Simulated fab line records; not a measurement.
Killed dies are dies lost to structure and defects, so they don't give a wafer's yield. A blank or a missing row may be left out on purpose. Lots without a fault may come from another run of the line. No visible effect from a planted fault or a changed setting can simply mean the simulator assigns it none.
What tool caused it? || flow gf180mcu || 7 lots with 21 wafers sampled at 2 steps, on a route of 602 steps

## WHAT THE GAUGES READ, wafer by wafer
GF_V4_CD_MEAS_14: target cd 260 nm.
{"lot": "L101", "measured": "day 25 03:39", "on": "cdSem-01", "cdNm (nm)": "257.9 258.1 258.7"}
{"lot": "L106", "measured": "day 26 17:19", "on": "cdSem-02", "cdNm (nm)": "262.4 263.0 261.7"}
{"lot": "L108", "measured": "day 27 11:31", "on": "cdSem-01", "cdNm (nm)": "261.0 261.0 260.8"}
{"lot": "L112", "measured": "day 29 00:21", "on": "cdSem-02", "cdNm (nm)": "258.8 259.3 260.2"}
{"lot": "L116", "measured": "day 29 18:10", "on": "cdSem-01", "cdNm (nm)": "259.9 259.0 259.0"}
{"lot": "L118", "measured": "day 30 06:17", "on": "cdSem-01", "cdNm (nm)": "258.4 258.7 258.3"}
{"lot": "L120", "measured": "day 30 22:00", "on": "cdSem-01", "cdNm (nm)": "261.1 259.8 260.6"}

## EACH LOT AND THE TOOL THAT RAN IT (in order: tool; ch and the chambers of the sampled wafers; start)
{"lot": "L101", "GF_CONTACT_CVD_24": "cvdW-02 ch 0,1, day 16 21:28"}
{"lot": "L106", "GF_CONTACT_CVD_24": "cvdW-02 ch 0,1, day 18 15:02"}
{"lot": "L108", "GF_CONTACT_CVD_24": "cvdW-02 ch 0,1, day 19 11:14"}
{"lot": "L112", "GF_CONTACT_CVD_24": "cvdW-01 ch 0,1, day 21 10:05"}
{"lot": "L116", "GF_CONTACT_CVD_24": "cvdW-02 ch 0,1, day 22 09:31"}
{"lot": "L118", "GF_CONTACT_CVD_24": "cvdW-02 ch 0,1, day 22 21:45"}
{"lot": "L120", "GF_CONTACT_CVD_24": "cvdW-02 ch 0,1, day 23 17:10"}
- GF_CONTACT_CVD_24: deposits W, target thk 300 nm, time 90.339 s.

## THE ANSWER, worked out from the rows above alone
Rule: what is usual is taken from the lots themselves. The widest of any qualifying gaps counts: lots, ordered by their means at a reading, are off when they make up no more than a third of the lots, leave a main group of 4 or more, and stand apart from it by 3 or more times the standard deviation of that group's means. Not used: any main group whose means are identical at the precision the tables above print for the reading. Also off: a lot with no number at a reading for which 4 or more lots have one. All remaining lots with rows at the step are treated as sound.
No lot is off at any reading shown: from this, nothing can be told.

## WHAT THE SIMULATOR HAD PUT IN
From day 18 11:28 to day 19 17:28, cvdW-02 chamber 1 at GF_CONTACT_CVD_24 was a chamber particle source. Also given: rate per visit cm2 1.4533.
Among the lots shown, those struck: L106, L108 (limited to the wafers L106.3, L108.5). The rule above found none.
